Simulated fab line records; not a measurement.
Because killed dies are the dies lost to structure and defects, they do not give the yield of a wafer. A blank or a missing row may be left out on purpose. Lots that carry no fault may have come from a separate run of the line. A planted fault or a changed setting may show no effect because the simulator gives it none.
Which tool did it?	flow gf180mcu	Sampling: 13 lots, 39 wafers, 5 of 602 route steps

== WHAT THE GAUGES READ, wafer by wafer ==
GF_STI_THK_MEAS_02. Usual: STI_OXIDATION_THK typically reads 10.03 nm, with standard deviation 0.22.
lot	measured	on	STI_OXIDATION_THK (nm)	flag
L401	day 1 11:32	film-metro-01	10.01 9.84 9.90	
L402	day 1 17:52	film-metro-01	9.63 9.59 9.58	
L403	day 1 22:14	film-metro-02	10.16 10.00 9.87	
L404	day 2 02:31	film-metro-01	9.39 9.72 9.55	
L405	day 2 07:52	film-metro-04	9.84 9.90 9.88	
L406	day 2 12:39	film-metro-01	9.89 10.18 9.95	
L407	day 2 18:17	film-metro-04	10.10 9.92 9.89	
L411	day 3 16:09	film-metro-01	10.15 10.09 10.09	
L412	day 3 20:08	film-metro-02	10.14 10.24 10.34	
L413	day 4 00:14	film-metro-01	10.38 10.28 10.19	
L414	day 4 04:31	film-metro-01	10.30 10.03 10.28	
L419	day 5 05:51	film-metro-01	10.26 10.16 10.29	
L421	day 5 16:48	film-metro-02	9.98 9.91 9.93	

GF_STI_THK_MEAS_30. Usual: STI_OXIDATION_02_THK typically reads 10.04 nm, with standard deviation 0.17.
lot	measured	on	STI_OXIDATION_02_THK (nm)	flag
L401	day 2 04:56	film-metro-04	9.94 9.75 9.69	
L402	day 2 12:03	film-metro-01	9.66 9.80 9.77	
L403	day 2 16:54	film-metro-04	9.76 9.87 9.79	
L404	day 2 21:04	film-metro-04	10.27 10.31 10.18	
L405	day 3 07:28	film-metro-02	10.23 10.13 10.20	
L406	day 3 11:50	film-metro-04	9.84 9.88 9.73	
L407	day 3 17:01	film-metro-04	10.19 10.23 10.33	
L411	day 4 10:46	film-metro-02	10.15 10.03 10.08	
L412	day 4 17:34	film-metro-02	10.01 9.98 10.03	
L413	day 4 20:58	film-metro-01	9.93 9.93 10.22	
L414	day 5 00:07	film-metro-02	9.96 9.99 9.99	
L419	day 6 03:29	film-metro-01	10.34 10.22 10.15	
L421	day 6 13:44	film-metro-01	9.94 10.06 10.16	

GF_POLY_GATE_CD_MEAS_10: target cd 280 nm. Usual: cd-nm at 280.5 nm, with a standard deviation of 1.4.
lot	measured	on	cd-nm (nm)	flag
L401	day 8 23:15	cd-sem-01	280.8 282.4 281.1	
L402	day 9 12:51	cd-sem-02	279.6 279.4 280.4	
L403	day 9 17:10	cd-sem-01	279.7 280.5 279.1	
L404	day 10 00:37	cd-sem-02	281.3 281.3 282.0	
L405	day 10 15:53	cd-sem-02	281.6 281.4 281.8	
L406	day 10 22:51	cd-sem-02	280.7 278.7 280.6	
L407	day 11 08:01	cd-sem-02	280.9 280.3 280.9	
L411	day 12 02:22	cd-sem-02	251.3 251.5 251.7	OFF
L412	day 12 16:37	cd-sem-01	257.0 258.2 257.1	OFF
L413	day 12 22:28	cd-sem-02	256.0 256.0 257.3	OFF
L414	day 12 23:56	cd-sem-02	255.8 255.3 254.8	OFF
L419	day 14 14:52	cd-sem-02	280.0 278.7 278.8	
L421	day 15 05:06	cd-sem-02	278.9 279.1 279.6	

== TOOL THAT RAN EACH LOT (tool first, then ch and the chambers of the sampled wafers, then the start) ==
lot	GF_DNWELL_STRIP_08	GF_POLY_GATE_EXPOSE_07
L401	plasma-asher-02 ch 0,1, day 2 17:06	krf-scanner-02 ch 0, day 8 15:24
L402	plasma-asher-02 ch 0,1, day 3 00:42	krf-scanner-01 ch 0, day 9 04:34
L403	plasma-asher-04 ch 0,1, day 3 05:17	krf-scanner-02 ch 0, day 9 08:47
L404	plasma-asher-01 ch 0,1, day 3 09:38	krf-scanner-01 ch 0, day 9 15:56
L405	plasma-asher-04 ch 0,1, day 3 20:40	krf-scanner-02 ch 0, day 10 06:52
L406	plasma-asher-01 ch 0,1, day 4 00:22	krf-scanner-02 ch 0, day 10 13:57
L407	plasma-asher-02 ch 0,1, day 4 06:10	krf-scanner-02 ch 0, day 10 23:10
L411	plasma-asher-01 ch 0,1, day 5 00:13	krf-scanner-02 ch 0, day 11 17:17
L412	plasma-asher-04 ch 0,1, day 5 07:49	krf-scanner-02 ch 0, day 12 06:55
L413	plasma-asher-02 ch 0,1, day 5 11:01	krf-scanner-02 ch 0, day 12 12:19
L414	plasma-asher-04 ch 1, day 5 14:35	krf-scanner-02 ch 0, day 12 14:38
L419	plasma-asher-04 ch 0,1, day 6 18:34	krf-scanner-01 ch 0, day 14 04:46
L421	plasma-asher-01 ch 0,1, day 7 04:50	krf-scanner-01 ch 0, day 14 18:20
- GF_DNWELL_STRIP_08: strips in O2/N2.
- GF_POLY_GATE_EXPOSE_07: exposes mask Poly2, target cd 280 nm.

== AS READ BY THE TOOLS THEMSELVES (means over the sampled wafers that have a number; for cases with no such wafer, the mark the record gives instead) ==
GF_DNWELL_STRIP_08. Usual: drypump-motor-current-A 5.5 A, standard deviation 0.39; heater-power-w 331 W, standard deviation 19; oes-product-au 0.722 a.u., standard deviation 0.0044; platen-temp-c 250.03 C, standard deviation 0.18; strip-time-to-endpoint-s 36.90 s, standard deviation 0.11.
lot	tool	drypump-motor-current-A (A)	heater-power-w (W)	oes-product-au (a.u.)	platen-temp-c (C)	strip-time-to-endpoint-s (s)	flag
L401	plasma-asher-02	5.7	314	0.718	250.13	36.94	
L402	plasma-asher-02	5.8	332	0.720	249.85	37.02	
L403	plasma-asher-04	5.1	335	0.720	250.09	36.87	
L404	plasma-asher-01	5.6	335	0.722	250.08	36.79	
L405	plasma-asher-04	5.3	348	0.723	250.14	36.86	
L406	plasma-asher-01	5.6	334	0.721	250.00	36.69	
L407	plasma-asher-02	5.8	337	0.723	250.19	37.05	
L411	plasma-asher-01	5.6	333	0.725	250.03	36.99	
L412	plasma-asher-04	5.1	333	0.726	249.91	36.78	
L413	plasma-asher-02	5.9	332	0.727	250.03	36.87	
L414	plasma-asher-04	5.4	346	0.718	249.99	36.87	
L419	plasma-asher-04	5.3	342	0.720	250.04	36.80	
L421	plasma-asher-01	5.8	320	0.723	250.21	36.95	

GF_POLY_GATE_EXPOSE_07. Usual: exposure-dose-mJ-cm2 at 28.002, with a standard deviation of 0.029.
lot	tool	exposure-dose-mJ-cm2	flag
L401	krf-scanner-02	28.022	
L402	krf-scanner-01	28.014	
L403	krf-scanner-02	28.032	
L404	krf-scanner-01	27.997	
L405	krf-scanner-02	27.998	
L406	krf-scanner-02	28.009	
L407	krf-scanner-02	27.991	
L411	krf-scanner-02	34.171	OFF
L412	krf-scanner-02	32.960	OFF
L413	krf-scanner-02	32.935	OFF
L414	krf-scanner-02	32.900	OFF
L419	krf-scanner-01	27.956	
L421	krf-scanner-01	28.018	

== THE ANSWER, worked out from the rows above alone ==
Rule: take the mean of a lot's wafers that have a number; if it is more than 3 standard deviations from the usual mean, the lot is off. A lot without any number at a reading at which 4 lots or more have one is off too. All remaining lots with rows at the step are treated as sound. First the gauges in route order, then the tools' own readings, where a lot's mean is used as printed above. At the first step where some lot is off, the reading lying furthest off is the one used; lots without a number count as furthest.
Off: L411, L412, L413, L414, at GF_POLY_GATE_CD_MEAS_10 (cd-nm).
If a tool, at a process step before that reading, ran all the lots that are off and no sound lot after the first of them, it fits. Not tried: the gauges at GF_POLY_GATE_CD_MEAS_10; whatever is off there is also off at GF_POLY_GATE_EXPOSE_07, on other tools, and gauge error can't account for it. One candidate fits, namely krf-scanner-02 at GF_POLY_GATE_EXPOSE_07. A fault onset in the window from L407 (day 10 23:10, its last sound lot) to L411 (day 11 17:17, its first lot off) fits.
The tool's own readings at GF_POLY_GATE_EXPOSE_07 bear it out: on the lots that are off they differ by more than 5 times the standard deviation of the sound lots' means. exposure-dose-mJ-cm2 reads 33.242 there against 28.004 on the sound lots.

== WHAT WAS PUT IN BY THE SIMULATOR ==
Process parameters drifting: krf-scanner-02 at GF_POLY_GATE_EXPOSE_07, beginning at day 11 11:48. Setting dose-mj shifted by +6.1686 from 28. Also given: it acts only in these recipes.
Shown lots that were struck: L411, L412, L413, L414. Same finding as the rule above.
